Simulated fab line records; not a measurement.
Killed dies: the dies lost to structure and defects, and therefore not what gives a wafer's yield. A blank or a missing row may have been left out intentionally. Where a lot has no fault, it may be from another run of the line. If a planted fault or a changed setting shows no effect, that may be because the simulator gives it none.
Which tool was responsible?	flow gf180mcu	12 lots with 36 wafers sampled at 6 steps, on a route of 602 steps

## WHAT THE GAUGES SHOWED, per wafer
GF_LVPWELL_TW_MEAS_11.
lot	measured	on	LVPWELL_TW
L167	day 4 03:10	film_metro-04	560 560 561
L169	day 4 14:12	film_metro-03	546 551 548
L170	day 4 20:46	film_metro-01	557 557 559
L172	day 5 05:44	film_metro-01	563 560 558
L173	day 5 12:04	film_metro-04	559 559 556
L174	day 5 20:29	film_metro-04	560 556 557
L176	day 6 04:58	film_metro-03	549 552 550
L180	day 7 05:17	film_metro-03	547 548 546
L181	day 7 10:04	film_metro-03	534 534 532
L186	day 8 13:03	film_metro-01	545 546 545
L188	day 8 23:19	film_metro-03	545 544 543
L189	day 9 05:13	film_metro-03	550 549 549

GF_MVPSD_OVL_MEAS_07.
lot	measured	on	MVPSD_OVL (nm)
L167	day 5 07:29	overlay-02	0.6 -0.2 0.0
L169	day 5 18:37	overlay-02	-1.8 -2.1 -1.7
L170	day 6 01:47	overlay-01	-0.3 -0.4 -0.5
L172	day 6 11:11	overlay-02	0.4 -1.4 -2.0
L173	day 6 17:32	overlay-01	-1.6 0.4 -0.7
L174	day 7 02:53	overlay-02	-0.5 -1.5 -0.1
L176	day 7 11:05	overlay-02	-0.2 -1.1 -2.2
L180	day 8 13:14	overlay-01	1.8 1.3 0.3
L181	day 8 18:08	overlay-01	-1.8 -0.8 -1.6
L186	day 9 22:56	overlay-01	-3.0 -3.5 -2.9
L188	day 10 10:53	overlay-02	0.5 1.7 0.9
L189	day 10 17:28	overlay-01	1.1 -0.2 -1.3

GF_VT_IMPLANT_RS_MEAS_48: the measuring method here is four-point-probe.
lot	measured	on	LVPWELL_RS (ohm/sq)
L167	day 7 21:55	film_metro-03	1190.9 1189.8 1189.5
L169	day 8 08:38	film_metro-03	1193.4 1194.4 1194.7
L170	day 8 16:55	film_metro-03	1193.4 1193.5 1195.0
L172	day 9 03:26	film_metro-01	1192.5 1193.4 1191.6
L173	day 9 10:17	film_metro-04	1195.7 1198.5 1196.7
L174	day 9 21:35	film_metro-03	1193.3 1191.8 1190.4
L176	day 10 06:07	film_metro-03	1194.2 1194.4 1194.8
L180	day 11 12:31	film_metro-03	1189.7 1193.9 1191.3
L181	day 11 18:25	film_metro-04	1254.0 1254.3 1258.0
L186	day 13 03:37	film_metro-04	1252.8 1254.8 1256.3
L188	day 13 17:52	film_metro-03	1194.9 1190.5 1195.2
L189	day 14 00:28	film_metro-01	1195.7 1193.9 1193.2

## EACH LOT AND THE TOOL THAT RAN IT (in order: tool; ch and the chambers of the sampled wafers; start)
lot	GF_STI_ETCH_13	GF_LVPWELL_IMPLANT_08	GF_MVPSD_STRIP_10
L167	rie_diel-01 ch 1,2,3, day 2 07:21	implanter-02 ch 0, day 4 02:46	plasma_asher-03 ch 0,1, day 5 07:49
L169	rie_diel-01 ch 0,2,3, day 2 16:53	implanter-02 ch 0, day 4 13:49	plasma_asher-01 ch 0,1, day 5 18:57
L170	rie_diel-01 ch 0,1, day 2 22:17	implanter-01 ch 0, day 4 20:07	plasma_asher-04 ch 0,1, day 6 02:07
L172	rie_diel-01 ch 0,2,3, day 3 08:30	implanter-04 ch 0, day 5 05:22	plasma_asher-04 ch 0,1, day 6 11:33
L173	rie_diel-03 ch 0,2, day 3 13:12	implanter-01 ch 0, day 5 11:41	plasma_asher-01 ch 0,1, day 6 17:54
L174	rie_diel-03 ch 1,2, day 3 18:42	implanter-01 ch 0, day 5 20:07	plasma_asher-04 ch 0,1, day 7 03:15
L176	rie_diel-02 ch 0,1, day 4 04:32	implanter-02 ch 0, day 6 04:34	plasma_asher-01 ch 0,1, day 7 11:25
L180	rie_diel-02 ch 1,2, day 5 02:11	implanter-01 ch 0, day 7 04:55	plasma_asher-03 ch 0,1, day 8 13:36
L181	rie_diel-02 ch 1,2, day 5 07:11	implanter-01 ch 0, day 7 09:41	plasma_asher-03 ch 0,1, day 8 18:28
L186	rie_diel-02 ch 1,2,3, day 6 08:07	implanter-01 ch 0, day 8 12:41	plasma_asher-03 ch 0,1, day 9 23:17
L188	rie_diel-01 ch 0,2,3, day 6 18:50	implanter-04 ch 0, day 8 22:55	plasma_asher-04 ch 0,1, day 10 11:13
L189	rie_diel-02 ch 1,2,3, day 6 23:26	implanter-04 ch 0, day 9 04:49	plasma_asher-04 ch 0,1, day 10 17:48
- GF_STI_ETCH_13: etches the open film in CHF3/O2, stops on Si, target depth 282.31 nm, time 112.9 s.
- GF_LVPWELL_IMPLANT_08
- GF_MVPSD_STRIP_10: strips in O2/N2.

## WHAT THE TOOLS THEMSELVES READ (means of the sampled wafers that have a number; where no wafer has one, the mark that the record gives instead)
GF_STI_ETCH_13.
lot	tool	drypump_motor_current_A (A)	oes_product_au (a.u.)	throttle_valve_pct (%)
L167	rie_diel-01	5.4	0.836	8.810
L169	rie_diel-01	5.3	0.834	8.802
L170	rie_diel-01	5.7	0.825	8.816
L172	rie_diel-01	5.3	0.829	8.809
L173	rie_diel-03	5.9	0.829	8.807
L174	rie_diel-03	5.9	0.832	8.810
L176	rie_diel-02	5.7	0.831	8.798
L180	rie_diel-02	6.1	0.834	8.821
L181	rie_diel-02	5.9	0.826	8.810
L186	rie_diel-02	5.8	0.831	8.808
L188	rie_diel-01	5.3	0.833	8.820
L189	rie_diel-02	5.9	0.833	8.808

GF_LVPWELL_IMPLANT_08.
lot	tool	dose_ions_cm2	faraday_current_uA
L167	implanter-02	1.4988e+13	84.5
L169	implanter-02	1.5008e+13	85.1
L170	implanter-01	1.4983e+13	84.7
L172	implanter-04	1.5002e+13	82.6
L173	implanter-01	1.4993e+13	85.8
L174	implanter-01	1.4976e+13	84.7
L176	implanter-02	1.4984e+13	84.9
L180	implanter-01	1.4999e+13	85.6
L181	implanter-01	1.3672e+13	77.2
L186	implanter-01	1.3672e+13	76.0
L188	implanter-04	1.5001e+13	84.6
L189	implanter-04	1.5005e+13	83.5

GF_MVPSD_STRIP_10.
lot	tool	drypump_motor_current_A (A)	heater_power_w (W)	oes_product_au (a.u.)	strip_time_to_endpoint_s (s)
L167	plasma_asher-03	5.5	342	0.720	36.98
L169	plasma_asher-01	6.4	295	0.721	36.96
L170	plasma_asher-04	5.8	322	0.722	36.94
L172	plasma_asher-04	5.8	318	0.724	36.99
L173	plasma_asher-01	6.1	334	0.725	36.89
L174	plasma_asher-04	5.8	324	0.721	37.08
L176	plasma_asher-01	6.1	331	0.725	36.87
L180	plasma_asher-03	5.7	342	0.720	36.89
L181	plasma_asher-03	5.5	337	0.724	37.00
L186	plasma_asher-03	5.5	345	0.725	36.88
L188	plasma_asher-04	6.2	333	0.724	36.99
L189	plasma_asher-04	5.8	321	0.724	36.94

## THE ANSWER, worked out from the rows above alone
Rule: usual is defined by the lots themselves. Put in order of their means at a reading, lots are off if they are a third of the lots or fewer, leave a main group of 4 or more, and stand apart from it by a gap of 3 or more times the standard deviation of the main group's means; of several such gaps the widest counts. A main group is skipped when, at the precision printed for the reading in the tables above, its means are all equal. Also off: a lot with no number at a reading for which 4 or more lots have one. The other lots that the step has rows for count as sound. The gauges are gone through in route order, then the tools' own readings, and for those a lot's mean is taken as printed above. At the first step where some lot is off, the reading lying furthest off is the one used; lots without a number count as furthest.
Off: L181, L186, at GF_VT_IMPLANT_RS_MEAS_48 (LVPWELL_RS). The main group: mean 1193.3 ohm/sq, standard deviation 1.8.
If a tool, at a process step before that reading, ran all the lots that are off and no sound lot after the first of them, it fits. Not tried: the gauges at GF_VT_IMPLANT_RS_MEAS_48; whatever is off there is also off at GF_LVPWELL_IMPLANT_08, on other tools, and gauge error can't account for it. Can't be told from this: 2 tools fit, implanter-01 at GF_LVPWELL_IMPLANT_08, plasma_asher-03 at GF_MVPSD_STRIP_10.

## WHAT WAS PUT IN BY THE SIMULATOR
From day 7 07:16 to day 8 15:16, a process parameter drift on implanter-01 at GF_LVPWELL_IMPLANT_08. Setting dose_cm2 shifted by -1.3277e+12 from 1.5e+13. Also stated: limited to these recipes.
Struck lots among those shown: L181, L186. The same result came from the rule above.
